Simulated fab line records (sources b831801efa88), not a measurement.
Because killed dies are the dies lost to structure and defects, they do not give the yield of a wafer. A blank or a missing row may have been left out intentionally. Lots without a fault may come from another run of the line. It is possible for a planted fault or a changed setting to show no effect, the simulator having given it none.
2 desks, one fault + flow sky130 + every desk sees just its own numbers, and what lay behind them comes last

## FOR THE TOOL OWNER'S DESK: furnace-02
The tool's own readings at SKY_POLY_GATE_OXIDATION_20 (stabilise 600 s, purge 300 s, target thk 4 nm): means of the sampled wafers that have a number, for each lot that ran on this tool. The brackets show how far a lot's mean lies from the usual mean; more than 4 standard deviations puts the lot out of limits, marked OUT.
Columns: A = spike-tc-bottom-C at SKY_POLY_GATE_OXIDATION_20, usual 868.0 C; B = spike-tc-lower-C at SKY_POLY_GATE_OXIDATION_20, usual 850.5 C
| lot  | first seen here | A     | B     |
|------|-----------------|-------|-------|
| L654 | day 15 19:03    | 868.9 | 849.9 |
| L655 | day 16 20:12    | 869.7 | 850.1 |
| L658 | day 18 18:44    | 869.9 | 850.9 |
| L664 | day 20 08:28    | 869.7 | 850.2 |
| L667 | day 21 02:37    | 868.7 | 849.5 |
| L675 | day 24 18:46    | 870.7 | 849.5 |
Result from this desk: across the 6 lots, nothing is out of limits.

## METROLOGY DESK
What the gauges read for every lot (on any tool): the sampled wafers with a number, averaged. The brackets show how far a lot's mean lies from the usual mean; more than 4 standard deviations puts the lot out of limits, marked OUT.
Columns: A = SONOS_ONO_CVD_02_THK at SKY_SONOS_ONO_THK_MEAS_03, usual 10.48 nm; B = SONOS_ONO_OVL at SKY_SONOS_ONO_OVL_MEAS_14, usual -0.7 nm; C = POLY_GATE_OXIDATION_THK at SKY_POLY_GATE_THK_MEAS_21, usual 3.99 nm; D = LDD_N_TW at SKY_LDD_N_TW_MEAS_17, usual 2586
| lot  | first seen here | A     | B    | C               | D    |
|------|-----------------|-------|------|-----------------|------|
| L654 | day 11 01:31    | 10.20 | -1.9 | 4.07            | 2571 |
| L655 | day 11 20:46    | 10.35 | -0.7 | 3.95            | 2595 |
| L656 | day 12 02:31    | 10.31 | 0.1  | 3.94            | 2569 |
| L658 | day 12 17:14    | 10.30 | 0.3  | 4.08            | 2577 |
| L660 | day 13 23:24    | 10.54 | 0.4  | 3.96            | 2565 |
| L661 | day 13 23:25    | 10.48 | -1.2 | 3.96            | 2609 |
| L664 | day 15 01:37    | 10.50 | 0.7  | 4.52 (+6.8) OUT | 2584 |
| L667 | day 15 20:16    | 10.54 | -1.1 | 4.59 (+7.6) OUT | 2606 |
| L669 | day 17 12:24    | 10.53 | -1.1 | 4.08            | 2612 |
| L672 | day 17 12:27    | 10.48 | 1.0  | 4.08            | 2581 |
| L674 | day 18 17:11    | 10.72 | 0.2  | 4.08            | 2578 |
| L675 | day 19 04:18    | 10.62 | -0.7 | 3.83            | 2588 |
| L677 | day 19 10:42    | 10.42 | -2.2 | 3.90            | 2592 |
This desk finds L664, L667 out of limits, with the earliest case on L664 at day 20 09:43 (POLY_GATE_OXIDATION_THK at SKY_POLY_GATE_THK_MEAS_21). In limits: L654, L655, L656, L658, L660, L661, L669, L672, L674, L675, L677.

## BROUGHT TOGETHER
Metrology desk: alarm possible at day 20 09:43 on L664, L667.
Nothing out of limits was seen by the tool owner's desk.
The tool owner's desk has L664, L667 on record, within its limits.
The lots listed all ran SKY_POLY_GATE_OXIDATION_20 on furnace-02.

## WHAT THE SIMULATOR HAD INSERTED
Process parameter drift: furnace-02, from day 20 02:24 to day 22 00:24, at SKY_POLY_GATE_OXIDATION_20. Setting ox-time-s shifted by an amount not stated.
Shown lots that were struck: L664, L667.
Time in hours between the start of the fault and the first out-of-limits reading at each desk: metrology desk, 7.
